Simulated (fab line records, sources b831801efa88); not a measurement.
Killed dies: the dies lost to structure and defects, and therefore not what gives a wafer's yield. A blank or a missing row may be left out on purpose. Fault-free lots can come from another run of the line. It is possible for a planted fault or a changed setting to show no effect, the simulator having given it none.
Struck lot and sound lot, side by side || flow sky130 || 44 steps out of a route of 708
Sound: wafers L487.1, L487.2, L487.4. Struck: wafers L501.1, L501.2, L501.5. The cause is named last.
Each step with rows lists, per side, the tool, then ch with its chambers, then its first start. Under that, the readings that differ: sound wafers || struck wafers || difference of the means || sigmas: that difference in standard deviations of wafers without a fault.
alike: words and numbers the same on both sides, and readings whose means are apart by under 2 such deviations; not compared: readings that were withheld, readings missing a value for some wafer, numbers with overlapping values and no deviation given by the record, and bounds like >300 which may hide the same value.
The two part at a step that has a row with sigmas, a row that says differs or no value, or rows on one side only. Non-overlapping numbers with no deviation appear without sigmas and do not part them. Lack of a reading on every wafer of one side parts them only where that side has two or more wafers.

first, 1 step without rows for these wafers: SKY_SONOS_TUNNEL_DEVELOP_06 (develop time 60 s).
SKY_SONOS_TUNNEL_CD_MEAS_07: target cd 410 nm.
  sound: cd sem-01 at day 11 15:07; struck: cd sem-01 at day 16 14:42
  alike: cd nm
SKY_SONOS_TUNNEL_OVL_MEAS_08:
  sound: overlay-02 at day 11 15:14; struck: overlay-02 at day 16 14:49
  alike: SONOS_TUNNEL_OVL
then, 3 steps without rows for these wafers: SKY_SONOS_TUNNEL_IMPLANT_09; SKY_SONOS_TUNNEL_WET_ETCH_10 (etches SiO2 in dHF, target depth 14 nm, time 280 s); SKY_SONOS_TUNNEL_STRIP_11 (strips in SPM, time 600 s).
SKY_SONOS_TUNNEL_TW_MEAS_12:
  sound: film metro-01 at day 11 15:43; struck: film metro-01 at day 16 15:17
  alike: SONOS_TUNNEL_TW
then, 2 steps without rows for these wafers: SKY_SONOS_TUNNEL_CLEAN_13 (cleans in dHF, time 20 s); SKY_SONOS_ONO_OXIDATION_00 (stabilise 600 s, purge 300 s, target thk 2.6 nm).
SKY_SONOS_ONO_THK_MEAS_01:
  sound: film metro-03 at day 11 18:58; struck: film metro-04 at day 16 17:16
  alike: SONOS_ONO_OXIDATION_THK
then, 1 step without rows for these wafers: SKY_SONOS_ONO_CVD_02 (deposits Si3N4 from DCS/NH3, target thk 10.5 nm, time 180 s).
SKY_SONOS_ONO_THK_MEAS_03:
  sound: film metro-02 at day 12 00:25; struck: film metro-03 at day 16 19:32
{"reading": "SONOS_ONO_CVD_02_THK (nm)", "sound": "10.81 10.86 10.81", "struck": "10.55 10.50 10.50", "difference": -0.31, "sigmas": -2}
SKY_SONOS_ONO_CVD_04: deposits SiO2 from SiH4/N2O, target thk 5.7199 nm.
  sound on lpcvd-03 ch 1, day 12 00:29; struck on lpcvd-03 ch 0, day 16 19:35
{"reading": "model.SiO2_of_SONOS_ONO_CVD_04.thk nm (nm)", "sound": "5.691 5.674 5.621", "struck": "5.235 5.262 5.266", "difference": -0.408, "sigmas": ""}
  alike: pressure mtorr
SKY_SONOS_ONO_THK_MEAS_05:
  sound: film metro-04 at day 12 01:44; struck: film metro-02 at day 16 20:50
{"reading": "SONOS_ONO_CVD_04_THK (nm)", "sound": "5.69 5.65 5.63", "struck": "5.22 5.31 5.33", "difference": -0.37, "sigmas": -4}
then, 7 steps without rows for these wafers: SKY_SONOS_ONO_DEHYDRATE_06 (time 60 s); SKY_SONOS_ONO_HMDS_07 (prime time 60 s); SKY_SONOS_ONO_COAT_08 (resist thk 1140 nm); SKY_SONOS_ONO_SOFTBAKE_09 (time 60 s); SKY_SONOS_ONO_EXPOSE_10 (exposes mask ONOM, target cd 410 nm); SKY_SONOS_ONO_PEB_11; SKY_SONOS_ONO_DEVELOP_12 (develop time 60 s).
SKY_SONOS_ONO_CD_MEAS_13: target cd 410 nm.
  sound: cd sem-01 at day 13 01:24; struck: cd sem-02 at day 18 01:35
{"reading": "cd nm (nm)", "sound": "412.4 411.0 411.3", "struck": "405.9 407.9 407.2", "difference": -4.6, "sigmas": -2}
SKY_SONOS_ONO_OVL_MEAS_14:
  sound: overlay-02 at day 13 01:31; struck: overlay-02 at day 18 01:43
  alike: SONOS_ONO_OVL
SKY_SONOS_ONO_ETCH_15: etches the open film in CHF3/O2, target depth 19.52 nm, time 7.8 s.
  sound on rie diel-02 ch 0,1,2, day 13 01:34; struck on rie diel-02 ch 0,2, day 18 01:45
  alike: drypump motor current A, oes product au, rf fwd power W, throttle valve pct
  not compared: rf hours counter h
then, 1 step without rows for these wafers: SKY_SONOS_ONO_WET_ETCH_16 (etches SiO2 in dHF, target depth 14 nm, time 280 s).
SKY_SONOS_ONO_STRIP_17: strips in O2/N2.
  sound on plasma asher-03 ch 0,1, day 13 01:40; struck on plasma asher-02 ch 0,1, day 18 01:51
  alike: drypump motor current A, o2 flow sccm, oes product au, strip time to endpoint s
  not compared: rf hours counter h
then, 3 steps without rows for these wafers: SKY_SONOS_ONO_WET_ETCH_18 (etches Si3N4 in H3PO4, target depth 15 nm, time 172 s); SKY_GATE_OXIDE_CLEAN_00 (cleans in SC1/SC2, time 150 s); SKY_GATE_OXIDE_OXIDATION_01 (stabilise 600 s, purge 300 s, target thk 10.268 nm).
SKY_GATE_OXIDE_THK_MEAS_02:
  sound: film metro-02 at day 13 03:58; struck: film metro-03 at day 18 03:44
  alike: GATE_OXIDE_OXIDATION_00_THK
then, 7 steps without rows for these wafers: SKY_GATE_OXIDE_DEHYDRATE_03 (time 60 s); SKY_GATE_OXIDE_HMDS_04 (prime time 60 s); SKY_GATE_OXIDE_COAT_05 (resist thk 1140 nm); SKY_GATE_OXIDE_SOFTBAKE_06 (time 60 s); SKY_GATE_OXIDE_EXPOSE_07 (exposes mask LVOM, target cd 600 nm); SKY_GATE_OXIDE_PEB_08; SKY_GATE_OXIDE_DEVELOP_09 (develop time 60 s).
SKY_GATE_OXIDE_OVL_MEAS_10:
  sound: overlay-01 at day 14 05:23; struck: overlay-02 at day 19 10:14
  alike: GATE_OXIDE_OVL
then, 2 steps without rows for these wafers: SKY_GATE_OXIDE_IMPLANT_11; SKY_GATE_OXIDE_WET_ETCH_12 (etches SiO2 in dHF, target depth 16.8 nm, time 336 s).
SKY_GATE_OXIDE_STRIP_13: strips in O2/N2.
  sound on plasma asher-04 ch 0,1, day 14 05:41; struck on plasma asher-04 ch 0,1, day 19 10:39
  alike: drypump motor current A, o2 flow sccm, oes product au, strip time to endpoint s
  not compared: rf hours counter h
SKY_GATE_OXIDE_TW_MEAS_14:
  sound: film metro-01 at day 14 05:47; struck: film metro-02 at day 19 10:45
  alike: GATE_OXIDE_TW
SKY_GATE_OXIDE_CLEAN_15: cleans in SC1/SC2, time 150 s.
  sound on wet bench-04 ch 2, day 14 05:51; struck on wet bench-01 ch 2, day 19 10:49
{"reading": "model.SiO2_of_SONOS_ONO_CVD_04.thk nm (nm)", "sound": "4.177 4.16 4.106", "struck": "3.729 3.756 3.76", "difference": -0.399, "sigmas": ""}
-- record jumps: 30 days separate the struck wafers' starts on either side; left off in module GATE_OXIDE, taken up again in module PAD_OPEN, whose first shown step is the route's number 708 --
SKY_PAD_OPEN_PROBE_99:
  sound: prober-02 at day 45 22:58; struck: prober-01 at day 49 10:46
{"reading": "model.etest.cap ono.gate log10 a cm2", "sound": "-8.099 -8.099 -8.122", "struck": "-7.314 -7.452 -7.287", "difference": "+0.756", "sigmas": ""}
{"reading": "model.etest.cap ono.gate bv v (V)", "sound": "16.44 16.61 16.46", "struck": "15.97 15.52 15.81", "difference": -0.74, "sigmas": ""}
{"reading": "model.etest.cap ono.tox acc nm (nm)", "sound": "13.01 13.06 12.93", "struck": "12.43 12.5 12.43", "difference": -0.55, "sigmas": ""}
{"reading": "model.etest.sonos programmed.vt v (V)", "sound": "1.368 1.395 1.424", "struck": "1.69 1.657 1.665", "difference": "+0.28", "sigmas": ""}
{"reading": "model.etest.sonos baked.vt v (V)", "sound": "0.9018 0.894 0.9577", "struck": "1.123 1.125 1.069", "difference": "+0.188", "sigmas": ""}
{"reading": "model.etest.sonos erased.vt v (V)", "sound": "-2.273 -2.291 -2.265", "struck": "-2.435 -2.368 -2.429", "difference": -0.134, "sigmas": ""}
{"reading": "model.etest.sonos baked.vt less v (V)", "sound": "-0.4662 -0.5006 -0.4661", "struck": "-0.5676 -0.5314 -0.5963", "difference": -0.0875, "sigmas": ""}
  alike: killed_at_M0_to_M3, killed_at_M4_up, killed at contacts, killed at front end, killed at other, killed dies, killed open, killed short

## WHERE THEY PART
Earliest at SKY_SONOS_ONO_THK_MEAS_03; latest, in this record, at SKY_SONOS_ONO_CD_MEAS_13. Later steps at which nothing parts them and some readings are alike: SKY_SONOS_ONO_OVL_MEAS_14, SKY_SONOS_ONO_ETCH_15, SKY_SONOS_ONO_STRIP_17, SKY_GATE_OXIDE_THK_MEAS_02, SKY_GATE_OXIDE_OVL_MEAS_10, SKY_GATE_OXIDE_STRIP_13, SKY_GATE_OXIDE_TW_MEAS_14, SKY_PAD_OPEN_PROBE_99.

WHY: what had been put in by the simulator
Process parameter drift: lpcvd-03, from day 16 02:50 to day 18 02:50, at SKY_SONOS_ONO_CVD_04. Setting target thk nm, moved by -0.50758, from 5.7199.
